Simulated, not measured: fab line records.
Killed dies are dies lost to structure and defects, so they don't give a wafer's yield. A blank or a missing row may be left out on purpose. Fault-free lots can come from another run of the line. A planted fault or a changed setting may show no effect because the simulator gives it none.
One fault through the eyes of 2 desks	flow gf180mcu	only its own numbers are on each desk; what lay behind them is given at the end

## FOR THE TOOL OWNER'S DESK: pvd_sputter-01
The tool's own readings at GF_SALICIDE_SPUTTER_03 (material TiN, target thk 20 nm, time 16.7 s): means of the sampled wafers that have a number, for each lot that ran on this tool. Any lot whose mean is over 4 standard deviations away from the usual mean is out of limits and marked OUT; that distance is given in the brackets.
Columns: A = chamber_pressure_pa at GF_SALICIDE_SPUTTER_03, usual 0.3999 Pa; B = throttle_valve_pct at GF_SALICIDE_SPUTTER_03, usual 30.1 %
lot	first seen here	A	B
L367	day 15 07:13	0.4002	30.4
L374	day 17 14:20	0.3989	30.4
L376	day 18 17:35	0.4004	30.6
L377	day 19 05:34	0.3875 (-15) OUT	31.0
L378	day 19 10:20	0.3869 (-15) OUT	30.8
L386	day 22 04:12	0.4001	30.2
L388	day 22 18:55	0.3995	30.7
L389	day 23 01:59	0.4004	30.4
This desk's verdict: out of limits on L377, L378, starting with L377 at day 19 05:34 (chamber_pressure_pa at GF_SALICIDE_SPUTTER_03). L367, L374, L376, L386, L388, L389 stayed within limits.

## THE METROLOGY DESK
What the gauges read, lot by lot, whatever tool the lot ran on: means of the sampled wafers that have a number. Any lot whose mean is over 4 standard deviations away from the usual mean is out of limits and marked OUT; that distance is given in the brackets.
Columns: A = SAB_OVL at GF_SAB_OVL_MEAS_10, usual -0.4 nm; B = CONTACT_CVD_00_THK at GF_CONTACT_THK_MEAS_01, usual 300 nm
lot	first seen here	A	B
L367	day 15 06:49	0.9	298
L368	day 15 12:31	1.1	301
L371	day 16 17:00	-0.5	302
L372	day 17 03:29	0.1	303
L374	day 17 13:56	-0.5	302
L376	day 18 17:11	-0.5	300
L377	day 19 05:10	0.7	303
L378	day 19 09:57	0.3	299
L382	day 21 00:33	0.0	300
L386	day 22 03:49	-0.8	294
L387	day 22 12:50	-0.5	297
L388	day 22 18:31	-1.1	302
L389	day 23 01:34	-0.9	295
L390	day 23 14:13	-1.7	301
Finding of this desk: none of the 14 lots has anything out of limits.

## ALL TOGETHER
An alarm could have come from the tool owner's desk at day 19 05:34, on L377, L378.
At the metrology desk, nothing out of limits was observed.
The metrology desk has L377, L378 on record, within its limits.
Every lot named ran GF_SALICIDE_SPUTTER_03 on pvd_sputter-01.

## WHAT THE SIMULATOR HAD INSERTED
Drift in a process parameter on pvd_sputter-01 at GF_SALICIDE_SPUTTER_03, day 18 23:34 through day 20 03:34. The setting chamber_pressure_pa was moved by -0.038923, starting from 0.4. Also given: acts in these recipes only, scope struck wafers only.
Struck lots among those shown: L377, L378.
Time in hours from fault onset to the first out-of-limits reading at each desk: the tool owner's desk, 6.
